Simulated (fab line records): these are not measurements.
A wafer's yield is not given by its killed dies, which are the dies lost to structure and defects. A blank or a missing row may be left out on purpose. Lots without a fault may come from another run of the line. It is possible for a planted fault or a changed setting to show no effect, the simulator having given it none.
Comparing a struck lot with a sound one + flow sky130 + 17 out of 708 route steps
Sound: wafers L769.1, L769.2, L769.3. Wafers L789.3, L789.5, L789.6 were the ones struck. The cause is given at the end.
Per side, at each step with rows, come the tool, then ch with its chambers, and then its first start. Under that, the readings that differ: sound wafers + struck wafers + difference of the means + sigmas: that difference in standard deviations of wafers without a fault.
alike: readings with means less than 2 such deviations apart, plus words and numbers identical on both sides. not compared: withheld readings, readings lacking a value on some wafer, bounds such as >300 that could conceal the same value, and numbers that have no deviation in the record and whose values overlap.
A row with sigmas, a row that says differs or no value, or rows on one side alone: a step with any of these is where the two part. Numbers that have no deviation but don't overlap get no sigmas and don't part them. A reading that every wafer of one side lacks parts them only if that side has two wafers or more.

first, 1 step without rows for these wafers: SKY_LDD_N_IMPLANT_15.
SKY_LDD_N_STRIP_16: strips in O2/N2.
  sound on plasma_asher-04 ch 0,1, day 18 12:45; struck on plasma_asher-02 ch 0,1, day 25 13:56
  alike: drypump_motor_current_A, oes_product_au, strip_time_to_endpoint_s
  not compared: rf_hours_counter_h
SKY_LDD_N_TW_MEAS_17:
  sound on film_metro-03, day 18 12:51; struck on film_metro-03, day 25 14:01
  alike: LDD_N_TW
then, 7 steps without rows for these wafers: SKY_LDD_P_DEHYDRATE_00 (time 60 s); SKY_LDD_P_HMDS_01 (prime time 60 s); SKY_LDD_P_COAT_02 (resist thk 1140 nm); SKY_LDD_P_SOFTBAKE_03 (time 60 s); SKY_LDD_P_EXPOSE_04 (exposes mask PSDM, target cd 380 nm); SKY_LDD_P_PEB_05; SKY_LDD_P_DEVELOP_06 (develop time 60 s).
SKY_LDD_P_CD_MEAS_07 targets a cd of 380 nm.
  sound on cd_sem-01, day 19 19:58; struck on cd_sem-01, day 26 19:07
  alike: cd_nm
SKY_LDD_P_OVL_MEAS_08:
  sound on overlay-01, day 19 20:05; struck on overlay-02, day 26 19:12
  alike: LDD_P_OVL
SKY_LDD_P_IMPLANT_09:
  sound on implanter-03 ch 0, day 19 20:07; struck on implanter-03 ch 0, day 26 19:36
SKY_LDD_P_STRIP_10: strips in O2/N2.
  sound on plasma_asher-01 ch 0,1, day 19 20:16; struck on plasma_asher-03 ch 0,1, day 26 19:44
  alike: drypump_motor_current_A, oes_product_au, strip_time_to_endpoint_s
  not compared: rf_hours_counter_h
SKY_LDD_P_TW_MEAS_11:
  sound on film_metro-04, day 19 20:22; struck on film_metro-02, day 26 20:02
| reading  | sound       | struck      | difference | sigmas |
|----------|-------------|-------------|------------|--------|
| LDD_P_TW | 633 640 633 | 796 795 798 | +161       | +32    |
then, 1 step without rows for these wafers: SKY_LDD_HVN_DEHYDRATE_00 (time 60 s).
-- here the record skips 24 days between the struck wafers' starts before and after, leaving off in module LDD_HVN and picking up in module PAD_OPEN (first step shown: number 708 of the route) --
SKY_PAD_OPEN_PROBE_99:
  sound on prober-01, day 46 09:35; struck on prober-01, day 50 18:17
| reading                                 | sound               | struck        | difference | sigmas |
|-----------------------------------------|---------------------|---------------|------------|--------|
| model.etest.tip_p.rs_ohm_sq             | 6981 7000 6980      | 3970 3941     | -3032      |        |
| model.etest.pfet_01v8.r_on_ohm_um       | 2957 3045 3036      | 2772 2686     | -284       |        |
| model.etest.pfet_01v8.drive_ua_um       | 187 180.4 179.3     | 205.3 213.5   | +27.2      |        |
| model.etest.pfet_01v8_hvt.drive_ua_um   | 137.8 134.2 133.5   | 150.9 158.6   | +19.6      |        |
| model.etest.sram_pfet_latch.drive_ua_um | 134.6 131.4 127.9   | 145 158.8     | +21        |        |
| model.etest.pfet_01v8_mvt.drive_ua_um   | 147.4 143.2 142.9   | 155.3 159     | +12.7      |        |
| model.etest.pfet_01v8_lvt.drive_ua_um   | 174.2 172 173       | 180.3 185.1   | +9.6       |        |
| model.etest.pfet_01v8.off_log10_a_um    | -10.3 -10.47 -10.61 | -8.785 -8.624 | +1.756     |        |
  alike: killed_at_M0_to_M3, killed_at_M4_up, killed_at_contacts, killed_at_front_end, killed_at_other, killed_dies, killed_open, killed_short

WHERE THEY PART
Only at SKY_LDD_P_TW_MEAS_11, within this record. Later steps at which nothing parts them and some readings are alike: SKY_PAD_OPEN_PROBE_99.

WHY: what had been put in by the simulator
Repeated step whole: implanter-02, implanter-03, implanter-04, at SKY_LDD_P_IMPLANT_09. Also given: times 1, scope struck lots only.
